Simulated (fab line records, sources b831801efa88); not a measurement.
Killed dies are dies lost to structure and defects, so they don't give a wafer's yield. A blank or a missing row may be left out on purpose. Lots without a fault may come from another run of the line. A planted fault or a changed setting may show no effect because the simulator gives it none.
fab line records | flow sky130
record lots=6 wafers=18 last_day=50
route steps=708 shown SD_P@328 RES_XHIGH@332 SD_N@342 PAD_OPEN@708
lots that met no fault: from a run of the same line without faults
start_h: hours from the record's first day to the start of the lot's first wafer shown | wait_h: hours since the lot's step before | " the same as in the row above | L1.1+2: a row that stands for several wafers | - no value, or no start given | * or withheld: withheld | < > ~ a bound
route shown NAME@n: a module of which the file shows steps, and the number in the route of the first | usual: mean/standard deviation of fault-free wafers | same: alike in all rows | chamber/n: place in a boat | sites: the reading at each site | _std_site: their standard deviation | _edge_site: outer sites' mean less inner sites' | radius_mm: how far each site lies from the wafer's centre | mask NAME#n: copy n | behind: the tool/chamber that last shaped the wafer | hold: why the lot was held/for how many hours/how that ended | device: the transistor (n, p or np) that didn't switch | end of line: the same wafers' tests at the end of the route | a step without rows: its recipe alone | killed: dies lost to structure and defects at the first sort, not the wafer's yield | map: a wafer's dies, x killed, . not, _ none there
set.NAME: the setting as run; set.NAME@STEP: as run at that earlier step | model.NAME: the simulator's own value behind a step, which no gauge read
lots at some steps of the route; a table a step, a row a wafer
services: from which hour (start_h, from the record's first day; less than 0 if before it) a tool's chamber was out of use, for how many hours, and why
## steps
# step SKY_SD_P_OVL_MEAS_08
# usual SD_P_OVL=-0.9/1.8
# columns lot.wafer tool chamber start_h wait_h SD_P_OVL[nm]
L435.1 overlay-02 - 613.31 0.1 -0.8
L435.5 " - " " -1.0
L435.6 " - " " -0.9
L441.1 overlay-01 - 663.04 0.1 1.7
L441.4 " - " " 0.2
L441.6 " - " " 0.5
L442.1 overlay-01 - 665.24 0.1 -1.5
L442.4 " - " " -2.6
L442.6 " - " " -2.4
L450.2 overlay-02 - 735.55 0.1 -2.4
L450.3 " - " " -1.5
L450.6 " - " " -3.2
L451.1 overlay-01 - 742.95 0.1 -1.2
L451.2 " - " " 1.7
L451.6 " - " " 1.9
L454.2 overlay-02 - 761.01 0.1 0.8
L454.3 " - " " 0.5
L454.5 " - " " 1.6
# step SKY_SD_P_IMPLANT_09
# recipe species=BF2 energy_kev=20 dose_cm2=3e+15 tilt_deg=0
# step SKY_SD_P_STRIP_10
# recipe chemistry=O2/N2 power_w=1400 pressure_mtorr=1500 platen_temp_c=withheld o2_flow_sccm=3000 n2_flow_sccm=300 overash_fraction=0.5
# usual chamber_pressure_mTorr=1500.1/1.4 drypump_motor_current_A=5.95/0.27 o2_flow_sccm=2999/8.9 oes_product_au=0.617/0.0043 strip_time_to_endpoint_s=17.46/0.039
# columns lot.wafer tool chamber start_h wait_h chamber_pressure_mTorr drypump_motor_current_A o2_flow_sccm oes_product_au rf_hours_counter_h strip_time_to_endpoint_s
L435.1 plasma_asher-02 1 613.49 0.1 1498.9 6.26 3007 0.617 94 17.45
L435.5 " 0 " " 1497.5 6.01 3018 0.613 - 17.46
L435.6 " 1 " " 1500.6 6.25 3003 0.616 - 17.45
L441.1 plasma_asher-03 1 663.23 0.1 1499.8 5.51 3021 0.617 23 17.46
L441.4 " 0 " " 1500.2 6.15 2985 0.617 - 17.47
L441.6 " 1 " " 1501.2 5.53 3001 0.611 - 17.45
L442.1 plasma_asher-02 0 665.43 0.1 1500.1 6.01 2993 0.612 99 17.48
L442.4 " 0 " " 1499.5 5.99 3000 0.626 - 17.46
L442.6 " 1 " " 1500.9 6.25 3004 0.616 - 17.43
L450.2 plasma_asher-04 1 735.73 0.1 1499.0 5.64 2983 0.621 63 17.47
L450.3 " 1 " " 1500.8 5.63 2999 0.615 - 17.47
L450.6 " 1 " " 1498.4 5.66 2991 0.619 - 17.45
L451.1 plasma_asher-02 1 743.13 0.1 1500.9 6.25 3003 0.618 0 17.48
L451.2 " 0 " " 1499.2 5.96 2989 0.625 0 17.46
L451.6 " 0 " " 1500.6 5.96 2999 0.619 - 17.46
L454.2 plasma_asher-03 0 761.19 0.1 1497.3 6.15 2994 0.619 32 17.47
L454.3 " 0 " " 1499.8 6.18 3004 0.616 - 17.49
L454.5 " 0 " " 1499.2 6.15 2993 0.614 - 17.48
# step SKY_SD_P_TW_MEAS_11
# usual SD_P_TW=2830/24
# columns lot.wafer tool chamber start_h wait_h SD_P_TW
L435.1 film_metro-04 - 613.59 0.1 2857
L435.5 " - " " 2858
L435.6 " - " " 2841
L441.1 film_metro-04 - 663.33 0.1 2828
L441.4 " - " " 2838
L441.6 " - " " 2845
L442.1 film_metro-02 - 665.53 0.1 2790
L442.4 " - " " 2785
L442.6 " - " " 2797
L450.2 film_metro-02 - 735.84 0.1 2819
L450.3 " - " " 2807
L450.6 " - " " 2823
L451.1 film_metro-04 - 743.23 0.1 2831
L451.2 " - " " 2835
L451.6 " - " " 2826
L454.2 film_metro-04 - 761.30 0.1 2840
L454.3 " - " " 2854
L454.5 " - " " 2856
# step SKY_RES_XHIGH_DEHYDRATE_00
# recipe temp_c=200 time_s=60
# step SKY_RES_XHIGH_HMDS_01
# recipe prime_time_s=60 prime_temp_c=120
# step SKY_RES_XHIGH_COAT_02
# recipe resist=NOVOLAK spin_rpm=3000 resist_thk_nm=1140
# step SKY_RES_XHIGH_SOFTBAKE_03
# recipe temp_c=90 time_s=60 resist=NOVOLAK
# step SKY_RES_XHIGH_EXPOSE_04
# recipe mask_id=URPM na=0.6 source_shape=conventional sigma_outer=0.6 polarization=unpolarized target_cd_nm=1270 dose_mj=140
# step SKY_RES_XHIGH_PEB_05
# recipe temp_c=withheld time_s=* resist=NOVOLAK
# step SKY_RES_XHIGH_DEVELOP_06
# recipe resist=NOVOLAK developer=TMAH develop_time_s=60 dev_temp_c=23
# step SKY_RES_XHIGH_IMPLANT_07
# recipe species=BF2 energy_kev=20 dose_cm2=3.6e+14 tilt_deg=0
# step SKY_RES_XHIGH_STRIP_08
# recipe chemistry=O2/N2 power_w=1400 pressure_mtorr=1500 platen_temp_c=withheld o2_flow_sccm=3000 n2_flow_sccm=300 overash_fraction=0.5
# usual chamber_pressure_mTorr=1500.0/1.3 drypump_motor_current_A=6.01/0.27 o2_flow_sccm=3001/8.8 oes_product_au=0.711/0.0043 strip_time_to_endpoint_s=14.27/0.034
# columns lot.wafer tool chamber start_h wait_h chamber_pressure_mTorr drypump_motor_current_A o2_flow_sccm oes_product_au rf_hours_counter_h strip_time_to_endpoint_s model.NOVOLAK_of_RES_XHIGH_COAT_02.thk_nm
L435.1 plasma_asher-03 0 642.01 0.1 1501.2 6.17 3004 0.708 21 14.29 0
L435.5 " 0 " " 1499.6 6.19 3007 0.710 - 14.31 0
L435.6 " 1 " " 1498.6 5.48 3005 0.704 - 14.27 0
L441.1 plasma_asher-02 0 691.73 0.1 - - - - - - 1140
L441.4 " 1 " " - - - - - - 1142
L441.6 " 1 " " - - - - - - 1139
L442.1 plasma_asher-02 0 693.34 0.1 - - - - - - 1139
L442.4 " 0 " " - - - - - - 1143
L442.6 " 0 " " - - - - - - 1140
L450.2 plasma_asher-02 1 763.13 0.1 1497.3 6.23 2987 0.713 2 14.27 0
L450.3 " 0 " " 1498.2 6.00 2984 0.708 - 14.28 0
L450.6 " 0 " " 1500.2 5.99 2989 0.710 - 14.26 0
L451.1 plasma_asher-01 0 770.53 0.1 1501.9 6.15 3000 0.709 91 14.23 0
L451.2 " 1 " " 1499.3 6.23 2996 0.703 91 14.24 0
L451.6 " 0 " " 1498.0 6.15 2981 0.713 - 14.23 0
L454.2 plasma_asher-03 0 788.14 0.1 1499.6 6.14 2999 0.713 35 14.28 0
L454.3 " 0 " " 1500.8 6.12 3000 0.713 - 14.31 0
L454.5 " 1 " " 1500.4 5.50 2989 0.707 - 14.26 0
# step SKY_RES_XHIGH_TW_MEAS_09
# usual RES_XHIGH_TW=1647/15
# columns lot.wafer tool chamber start_h wait_h RES_XHIGH_TW
L435.1 film_metro-03 - 642.11 0.1 1659
L435.5 " - " " 1664
L435.6 " - " " 1657
L441.1 film_metro-04 - 691.83 0.1 1659
L441.4 " - " " 1660
L441.6 " - " " 1657
L442.1 film_metro-02 - 693.44 0.1 1646
L442.4 " - " " 1643
L442.6 " - " " 1644
L450.2 film_metro-03 - 763.24 0.1 1653
L450.3 " - " " 1666
L450.6 " - " " 1647
L451.1 film_metro-02 - 770.63 0.1 1617
L451.2 " - " " 1618
L451.6 " - " " 1620
L454.2 film_metro-02 - 788.25 0.1 1627
L454.3 " - " " 1620
L454.5 " - " " 1612
# step SKY_SD_N_DEHYDRATE_00
# recipe temp_c=200 time_s=60
# step SKY_SD_N_HMDS_01
# recipe prime_time_s=60 prime_temp_c=120
# step SKY_SD_N_COAT_02
# recipe resist=NOVOLAK spin_rpm=3000 resist_thk_nm=1140
# step SKY_SD_N_SOFTBAKE_03
# recipe temp_c=90 time_s=60 resist=NOVOLAK
# step SKY_SD_N_EXPOSE_04
# recipe mask_id=NSDM na=0.6 source_shape=conventional sigma_outer=0.6 polarization=unpolarized target_cd_nm=380 dose_mj=141
# step SKY_SD_N_PEB_05
# recipe temp_c=withheld time_s=* resist=NOVOLAK
# step SKY_SD_N_DEVELOP_06
# recipe resist=NOVOLAK developer=TMAH develop_time_s=60 dev_temp_c=23
# step SKY_SD_N_CD_MEAS_07
# recipe target_cd_nm=380
# usual cd_nm=379.7/2
# columns lot.wafer tool chamber start_h wait_h cd_nm
L435.1 cd_sem-02 - 670.92 0.1 381.7
L435.5 " - " " 378.2
L435.6 " - " " 381.1
L441.1 cd_sem-01 - 719.34 0.1 375.8
L441.4 " - " " 376.1
L441.6 " - " " 375.6
L442.1 cd_sem-01 - 721.02 0.1 380.6
L442.4 " - " " 379.5
L442.6 " - " " 378.0
L450.2 cd_sem-02 - 789.94 0.1 381.3
L450.3 " - " " 381.2
L450.6 " - " " 379.6
L451.1 cd_sem-02 - 797.26 0.1 381.8
L451.2 " - " " 381.3
L451.6 " - " " 381.0
L454.2 cd_sem-01 - 814.49 0.1 378.5
L454.3 " - " " 378.8
L454.5 " - " " 377.2
# step SKY_SD_N_OVL_MEAS_08
# usual SD_N_OVL=0.5/1.4
# columns lot.wafer tool chamber start_h wait_h SD_N_OVL[nm]
L435.1 overlay-01 - 671.04 0.1 0.7
L435.5 " - " " 1.3
L435.6 " - " " 1.8
L441.1 overlay-01 - 719.46 0.1 -0.9
L441.4 " - " " 0.1
L441.6 " - " " 0.6
L442.1 overlay-02 - 721.14 0.1 2.7
L442.4 " - " " 1.6
L442.6 " - " " 0.4
L450.2 overlay-02 - 790.05 0.1 0.8
L450.3 " - " " -0.5
L450.6 " - " " 1.4
L451.1 overlay-01 - 797.38 0.1 -0.3
L451.2 " - " " 1.5
L451.6 " - " " 0.9
L454.2 overlay-02 - 814.60 0.1 -2.0
L454.3 " - " " -3.4
L454.5 " - " " -1.8
# step SKY_SD_N_IMPLANT_09
# recipe species=As energy_kev=50 dose_cm2=4e+15 tilt_deg=0
# step SKY_SD_N_IMPLANT_10
# recipe species=P energy_kev=20 dose_cm2=1e+14 tilt_deg=0
# step SKY_SD_N_STRIP_11
# recipe chemistry=O2/N2 power_w=1400 pressure_mtorr=1500 platen_temp_c=withheld o2_flow_sccm=3000 n2_flow_sccm=300 overash_fraction=0.5
# usual chamber_pressure_mTorr=1500.0/1.3 drypump_motor_current_A=6.10/0.18 o2_flow_sccm=3001/9.4 oes_product_au=0.528/0.0048 strip_time_to_endpoint_s=22.54/0.044
# columns lot.wafer tool chamber start_h wait_h chamber_pressure_mTorr drypump_motor_current_A o2_flow_sccm oes_product_au rf_hours_counter_h strip_time_to_endpoint_s
L435.1 plasma_asher-02 1 671.38 0.1 1498.5 6.23 2983 0.528 99 22.57
L435.5 " 1 " " 1499.6 6.26 2998 0.523 - 22.54
L435.6 " 0 " " 1501.4 5.99 3000 0.517 - 22.54
L441.1 plasma_asher-01 0 719.79 0.1 1500.2 6.20 3007 0.614 87 39.41
L441.4 " 1 " " 1502.4 6.21 2980 0.616 - 39.41
L441.6 " 0 " " 1499.0 6.19 3004 0.617 - 39.38
L442.1 plasma_asher-04 0 721.48 0.1 1500.2 6.07 2997 0.612 61 39.46
L442.4 " 1 " " 1499.8 5.65 2990 0.619 - 39.51
L442.6 " 1 " " 1500.1 5.67 2983 0.624 - 39.45
L450.2 plasma_asher-04 0 790.38 0.1 1498.1 6.08 2997 0.523 69 22.59
L450.3 " 0 " " 1499.5 6.09 2999 0.528 - 22.59
L450.6 " 1 " " 1501.3 5.64 3001 0.521 - 22.56
L451.1 plasma_asher-02 1 797.71 0.1 1499.2 6.27 2992 0.534 6 22.49
L451.2 " 0 " " 1501.3 5.96 3011 0.528 6 22.54
L451.6 " 0 " " 1503.6 6.01 3008 0.523 - 22.57
L454.2 plasma_asher-02 0 814.93 0.1 1498.8 5.99 2991 0.532 8 22.52
L454.3 " 0 " " 1501.4 5.98 2985 0.518 - 22.50
L454.5 " 1 " " 1499.3 6.25 3014 0.533 - 22.46
# step SKY_SD_N_TW_MEAS_12
# usual SD_N_TW=4002/37
# columns lot.wafer tool chamber start_h wait_h hold SD_N_TW
L435.1 film_metro-03 - 671.48 0.1 - 4040
L435.5 " - " " - 4036
L435.6 " - " " - 4032
L441.1 film_metro-04 - 719.89 0.1 await_dispo/0.2h/release 30
L441.4 " - " " await_dispo/0.2h/release 30
L441.6 " - " " await_dispo/0.2h/release 30
L441.1 film_metro-04 - 720.12 0.2 - 30
L441.4 " - " " - 30
L441.6 " - " " - 30
L442.1 film_metro-04 - 721.58 0.1 await_dispo/0.2h/release 30
L442.4 " - " " await_dispo/0.2h/release 30
L442.6 " - " " await_dispo/0.2h/release 30
L442.1 film_metro-04 - 721.86 0.3 - 30
L442.4 " - " " - 30
L442.6 " - " " - 30
L450.2 film_metro-04 - 790.49 0.1 - 4006
L450.3 " - " " - 4014
L450.6 " - " " - 4008
L451.1 film_metro-04 - 797.81 0.1 - 4010
L451.2 " - " " - 3997
L451.6 " - " " - 4010
L454.2 film_metro-03 - 815.04 0.1 - 4029
L454.3 " - " " - 4032
L454.5 " - " " - 4013
# step SKY_PAD_OPEN_PROBE_99
# usual defect_limited_yield=82.5/1.7 killed_at_M0_to_M3=42/6.1 killed_at_M4_up=3.1/1.7 killed_at_contacts=24/5.5 killed_at_front_end=16/4.1 killed_at_other=0.3/0.57 killed_dies=86/8.2 killed_open=47/6.8 killed_short=38/5.8 sort_bin_3_pad_short=0.8/0.42 sort_bin_5_function=10.2/1.3 sort_bin_6_memory=6.4/1 sort_n_pass=406/8.2 sort_yield_pct=82.5/1.7
# same gross_dies=492 killed_at_back_side=0 sort_bin_4_leakage[%]=0 sort_bin_8_speed[%]=0
# columns lot.wafer tool chamber start_h wait_h defect_limited_yield[%] killed_at_M0_to_M3 killed_at_M4_up killed_at_contacts killed_at_front_end killed_at_other killed_dies killed_open killed_short sort_bin_3_pad_short[%] sort_bin_5_function[%] sort_bin_6_memory[%] sort_n_pass sort_yield_pct[%]
L435.1 prober-01 - 1095.60 0.1 82.7 48 1 20 16 0 85 50 35 0.6 10.6 6.1 407 82.7
L435.5 prober-01 - 1095.80 0.2 79.1 51 7 27 18 0 103 51 52 1.2 13.8 5.9 389 79.1
L435.6 prober-01 - 1095.85 0.2 82.3 41 2 27 17 0 87 47 40 0.8 10.6 6.3 405 82.3
L450.2 prober-02 - 1176.54 0.1 82.5 44 1 28 13 0 86 48 38 0 9.6 7.9 406 82.5
L450.3 prober-02 - 1176.59 0.2 81.1 49 5 26 13 0 93 43 49 1.0 10.8 7.1 399 81.1
L450.6 prober-02 - 1176.74 0.2 84.1 40 2 16 20 0 78 40 38 0.4 9.8 5.7 414 84.1
L454.2 prober-02 - 1192.69 0.1 81.9 39 5 32 13 0 89 52 37 0.6 11.0 6.5 403 81.9
L454.3 prober-02 - 1192.74 0.2 81.9 39 4 26 19 1 89 41 47 0.8 10.8 6.5 403 81.9
L454.5 prober-02 - 1192.84 0.2 82.5 46 0 29 11 0 86 43 43 0.4 10.6 6.5 406 82.5
# killed by level:class
L435.1 VIA1:geometric_particle:open=14 VIA2:geometric_particle:open=9 VIA3:geometric_particle:open=5 LOCAL_INTERCONNECT:geometric_particle:short=5 POLY_GATE:geometric_particle:open=5 LI_CONTACT:geometric_particle:open=5 METAL1:geometric_particle:short=5 FIELD_ISO:geometric_particle:open=4
L435.5 VIA1:geometric_particle:open=12 VIA2:geometric_particle:open=10 LI_CONTACT:geometric_particle:open=9 POLY_GATE:geometric_particle:short=7 LOCAL_INTERCONNECT:geometric_particle:short=7 METAL1:geometric_particle:short=7 METAL2:geometric_particle:short=6 METAL4:geometric_particle:short=6
L435.6 VIA1:geometric_particle:open=10 CONTACT:geometric_particle:open=9 LI_CONTACT:geometric_particle:open=6 VIA2:geometric_particle:open=6 LOCAL_INTERCONNECT:geometric_particle:short=5 FIELD_ISO:geometric_particle:open=4 POLY_GATE:geometric_particle:short=4 METAL2:geometric_particle:short=4
L450.2 VIA2:geometric_particle:open=12 LI_CONTACT:geometric_particle:open=10 VIA1:geometric_particle:open=10 LI_CONTACT:geometric_particle:short=6 CONTACT:geometric_particle:short=6 VIA1:geometric_particle:short=5 VIA3:geometric_particle:open=5 FIELD_ISO:geometric_particle:short=4
L450.3 VIA1:geometric_particle:open=9 METAL1:geometric_particle:short=8 CONTACT:geometric_particle:short=8 VIA2:geometric_particle:open=8 VIA3:geometric_particle:open=7 LI_CONTACT:geometric_particle:open=6 CONTACT:geometric_particle:open=6 FIELD_ISO:geometric_particle:short=4
L450.6 CONTACT:geometric_particle:open=8 METAL2:geometric_particle:short=6 VIA3:geometric_particle:open=5 VIA2:geometric_particle:open=5 FIELD_ISO:geometric_particle:short=4 VIA1:geometric_particle:open=4 POLY_GATE:geometric_particle:open=4 LI_CONTACT:geometric_particle:open=4
L454.2 CONTACT:geometric_particle:open=18 VIA1:geometric_particle:open=9 FIELD_ISO:geometric_particle:open=7 METAL2:geometric_particle:short=6 METAL1:geometric_particle:short=6 LI_CONTACT:geometric_particle:open=5 LOCAL_INTERCONNECT:geometric_particle:short=5 VIA3:geometric_particle:short=5
L454.3 VIA1:geometric_particle:open=11 VIA1:geometric_particle:short=10 CONTACT:geometric_particle:open=8 CONTACT:geometric_particle:short=7 LI_CONTACT:geometric_particle:open=6 METAL1:geometric_particle:short=5 POLY_GATE:geometric_particle:open=4 POLY_GATE:geometric_particle:short=4
L454.5 VIA1:geometric_particle:open=11 LI_CONTACT:geometric_particle:open=10 CONTACT:geometric_particle:open=8 METAL2:geometric_particle:short=7 VIA2:geometric_particle:short=6 VIA3:geometric_particle:open=5 LI_CONTACT:geometric_particle:short=4 LOCAL_INTERCONNECT:geometric_particle:short=4
## services
# columns tool chamber start_h hours kind
plasma_asher-03 - 679.66 13.8 repair
plasma_asher-03 - 690.06 6.2 repair
plasma_asher-01 - 714.01 3.3 repair
plasma_asher-02 - 717.47 2.9 repair
plasma_asher-02 - 719.44 5.1 repair
plasma_asher-01 - 720.72 15.6 pm
plasma_asher-02 - 733.75 9.0 pm
plasma_asher-02 0 733.75 9.0 vent_cycle
plasma_asher-02 1 733.75 9.0 vent_cycle
plasma_asher-02 0 742.75 - clean
plasma_asher-02 1 742.75 - clean
plasma_asher-02 - 743.34 0.6 repair
plasma_asher-02 - 770.84 3.6 repair
plasma_asher-01 - 787.19 28.1 pm
## key
first_sign step=SKY_RES_XHIGH_STRIP_08 reading=tool_record direction=missing
effect step=SKY_SD_N_STRIP_11 reading=strip_time_to_endpoint_s direction=up sigmas=99+ usual=* struck=*
effect step=SKY_SD_N_TW_MEAS_12 reading=visit direction=added
effect step=SKY_SD_N_TW_MEAS_12 reading=SD_N_TW direction=down sigmas=99+ usual=4002 struck=30
model_effect step=SKY_RES_XHIGH_STRIP_08 value=NOVOLAK_of_RES_XHIGH_COAT_02.thk_nm without=0 struck=1141
met_at SKY_RES_XHIGH_STRIP_08
struck_wafers L441.1,L441.4,L441.6,L442.1,L442.4,L442.6
scrapped_behind SKY_SD_N_TW_MEAS_12 L441.1,L441.4,L441.6,L442.1,L442.4,L442.6
fault kind=skipped_step_whole tool=plasma_asher-02 chamber=- onset_h=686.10 steps=SKY_RES_XHIGH_STRIP_08 scope=struck_lots_only
